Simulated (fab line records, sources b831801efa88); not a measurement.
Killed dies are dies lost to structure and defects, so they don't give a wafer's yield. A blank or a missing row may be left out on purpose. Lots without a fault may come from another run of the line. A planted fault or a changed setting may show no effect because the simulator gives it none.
Which tool did it? | flow sky130 | 13 lots, 39 wafers sampled, at 5 steps of a route of 708

WHAT THE GAUGES READ, wafer by wafer
The record holds no reading of a measuring or inspecting step that can be judged against a usual standard deviation.

WHICH TOOL RAN EACH LOT (tool, then ch and the chambers of the sampled wafers, then the start)
lot  | SKY_LI_CONTACT_CLEAN_17         | SKY_METAL5_DESCUM_14              | SKY_PAD_OPEN_ETCH_07               | SKY_PAD_OPEN_STRIP_08                | SKY_PAD_OPEN_PROBE_99
L155 | wet_bench-04 ch 0, day 29 07:50 | rie_metal-01 ch 0,1, day 43 21:02 | rie_diel-01 ch 1,2, day 45 19:02   | plasma_asher-01 ch 1, day 45 19:09   | -
L156 | wet_bench-03 ch 2, day 29 15:11 | rie_metal-01 ch 0,1, day 44 04:19 | rie_diel-02 ch 0,1,3, day 46 01:10 | plasma_asher-03 ch 0,1, day 46 01:16 | -
L157 | wet_bench-03 ch 2, day 29 22:29 | rie_metal-01 ch 1, day 44 11:55   | rie_diel-02 ch 0,2,3, day 46 08:28 | plasma_asher-01 ch 0,1, day 46 08:34 | -
L158 | wet_bench-04 ch 3, day 30 02:19 | rie_metal-02 ch 0, day 44 15:31   | rie_diel-02 ch 0,2,3, day 46 11:22 | plasma_asher-03 ch 0, day 46 11:28   | -
L159 | wet_bench-04 ch 1, day 30 18:10 | rie_metal-01 ch 0,1, day 44 23:37 | rie_diel-04 ch 0,2,3, day 46 18:46 | plasma_asher-01 ch 0,1, day 46 18:52 | prober-01, day 46 21:08
L160 | wet_bench-01 ch 0, day 31 06:37 | rie_metal-01 ch 0, day 45 14:31   | rie_diel-04 ch 1,2, day 47 07:28   | plasma_asher-03 ch 0,1, day 47 07:34 | -
L161 | wet_bench-04 ch 3, day 31 17:41 | rie_metal-01 ch 0, day 45 21:05   | rie_diel-04 ch 0,1,2, day 47 15:17 | plasma_asher-01 ch 0,1, day 47 15:24 | -
L162 | wet_bench-03 ch 1, day 32 02:08 | rie_metal-02 ch 0,1, day 46 06:05 | rie_diel-01 ch 0,2,3, day 47 22:52 | plasma_asher-04 ch 0,1, day 47 22:58 | -
L163 | wet_bench-04 ch 3, day 32 10:26 | rie_metal-02 ch 0,1, day 46 12:55 | rie_diel-01 ch 1,2, day 48 05:34   | plasma_asher-01 ch 0,1, day 48 05:40 | -
L168 | wet_bench-03 ch 0, day 33 13:01 | rie_metal-01 ch 0,1, day 47 07:49 | rie_diel-01 ch 0,1,2, day 48 23:32 | plasma_asher-01 ch 0,1, day 48 23:39 | prober-02, day 49 02:05
L171 | wet_bench-01 ch 2, day 34 14:25 | rie_metal-04 ch 0,1, day 48 04:40 | rie_diel-02 ch 0,2,3, day 49 17:29 | plasma_asher-03 ch 0,1, day 49 17:36 | prober-01, day 49 19:52
L174 | wet_bench-01 ch 0, day 35 06:40 | rie_metal-02 ch 0,1, day 48 11:25 | rie_diel-04 ch 1,3, day 50 00:40   | plasma_asher-01 ch 0,1, day 50 00:48 | -
L178 | wet_bench-01 ch 0, day 36 12:38 | rie_metal-04 ch 1, day 49 08:34   | rie_diel-04 ch 0,1,2, day 50 18:13 | plasma_asher-03 ch 0,1, day 50 18:19 | -
- SKY_LI_CONTACT_CLEAN_17: cleans in NMP, time 600 s.
- SKY_METAL5_DESCUM_14: chemistry O2, time 11 s.
- SKY_PAD_OPEN_ETCH_07: etches the open film in CF4/O2, stops on AlCu, target depth 725 nm, time 161.1 s.
- SKY_PAD_OPEN_STRIP_08: strips in O2/N2.
- SKY_PAD_OPEN_PROBE_99

WHAT THE TOOLS THEMSELVES READ (means of the sampled wafers that have a number; where no wafer has one, the mark that the record gives instead)
SKY_METAL5_DESCUM_14.
lot  | tool         | drypump_motor_current_A (A) | oes_product_au (a.u.)
L155 | rie_metal-01 | 6.5                         | 1.015
L156 | rie_metal-01 | 6.4                         | 1.004
L157 | rie_metal-01 | 6.5                         | 1.017
L158 | rie_metal-02 | 5.5                         | 1.004
L159 | rie_metal-01 | 6.5                         | 1.011
L160 | rie_metal-01 | 6.4                         | 0.999
L161 | rie_metal-01 | 6.4                         | 0.991
L162 | rie_metal-02 | 5.7                         | 1.002
L163 | rie_metal-02 | 5.8                         | 0.997
L168 | rie_metal-01 | 6.5                         | 1.014
L171 | rie_metal-04 | 5.6                         | 0.996
L174 | rie_metal-02 | 5.7                         | 0.998
L178 | rie_metal-04 | 5.9                         | 1.001

SKY_PAD_OPEN_ETCH_07.
lot  | tool        | drypump_motor_current_A (A) | oes_product_au (a.u.) | throttle_valve_pct (%)
L155 | rie_diel-01 | 6.1                         | 0.988                 | 5.967
L156 | rie_diel-02 | 6.0                         | 0.979                 | 5.963
L157 | rie_diel-02 | 5.9                         | 0.980                 | 5.972
L158 | rie_diel-02 | 6.0                         | 0.984                 | 5.971
L159 | rie_diel-04 | 5.5                         | 0.974                 | 5.963
L160 | rie_diel-04 | 5.8                         | 0.981                 | 5.975
L161 | rie_diel-04 | 6.0                         | 0.979                 | 5.963
L162 | rie_diel-01 | 5.8                         | 0.982                 | 5.978
L163 | rie_diel-01 | 6.1                         | 0.977                 | 5.969
L168 | rie_diel-01 | 5.8                         | 0.982                 | 5.971
L171 | rie_diel-02 | 5.9                         | 0.981                 | 5.959
L174 | rie_diel-04 | 5.6                         | 0.967                 | 5.960
L178 | rie_diel-04 | 5.9                         | 0.976                 | 5.964

SKY_PAD_OPEN_STRIP_08.
lot  | tool            | drypump_motor_current_A (A) | oes_product_au (a.u.)
L155 | plasma_asher-01 | 5.7                         | 0.661
L156 | plasma_asher-03 | 5.5                         | 0.665
L157 | plasma_asher-01 | 5.8                         | 0.663
L158 | plasma_asher-03 | 5.5                         | 0.660
L159 | plasma_asher-01 | 5.8                         | 0.667
L160 | plasma_asher-03 | 5.5                         | 0.658
L161 | plasma_asher-01 | 5.8                         | 0.668
L162 | plasma_asher-04 | 6.2                         | 0.664
L163 | plasma_asher-01 | 5.8                         | 0.664
L168 | plasma_asher-01 | 5.8                         | 0.662
L171 | plasma_asher-03 | 5.5                         | 0.664
L174 | plasma_asher-01 | 5.8                         | 0.668
L178 | plasma_asher-03 | 5.5                         | 0.665

SKY_PAD_OPEN_PROBE_99.
lot  | tool      | killed_at_M0_to_M3 | killed_at_M4_up | killed_at_contacts | killed_at_front_end | killed_at_other | killed_dies | killed_open | killed_short
L159 | prober-01 | 46                 | 4.3             | 23                 | 20                  | 0.3             | 93          | 46          | 47
L168 | prober-02 | 46                 | 1.7             | 57                 | 15                  | 0.0             | 119         | 43          | 39
L171 | prober-01 | 43                 | 2.3             | 28                 | 11                  | 0.0             | 84          | 51          | 33

THE ANSWER, worked out from the rows above alone
Rule: what is usual is taken from the lots themselves. Put in order of their means at a reading, lots are off if they are a third of the lots or fewer, leave a main group of 4 or more, and stand apart from it by a gap of 3 or more times the standard deviation of the main group's means; of several such gaps the widest counts. A main group whose means are all the same, to the digits that the tables above print for the reading, isn't used. A lot without any number at a reading at which 4 lots or more have one is off too. The other lots that the step has rows for count as sound. The gauges are gone through in route order, then the tools' own readings, and for those a lot's mean is taken as printed above. The first step at which some lot is off is used, and at that step the reading that is off furthest; a lot without a number counts as furthest.
No lot is off at any reading shown: from this, nothing can be told.

WHAT THE SIMULATOR HAD PUT IN
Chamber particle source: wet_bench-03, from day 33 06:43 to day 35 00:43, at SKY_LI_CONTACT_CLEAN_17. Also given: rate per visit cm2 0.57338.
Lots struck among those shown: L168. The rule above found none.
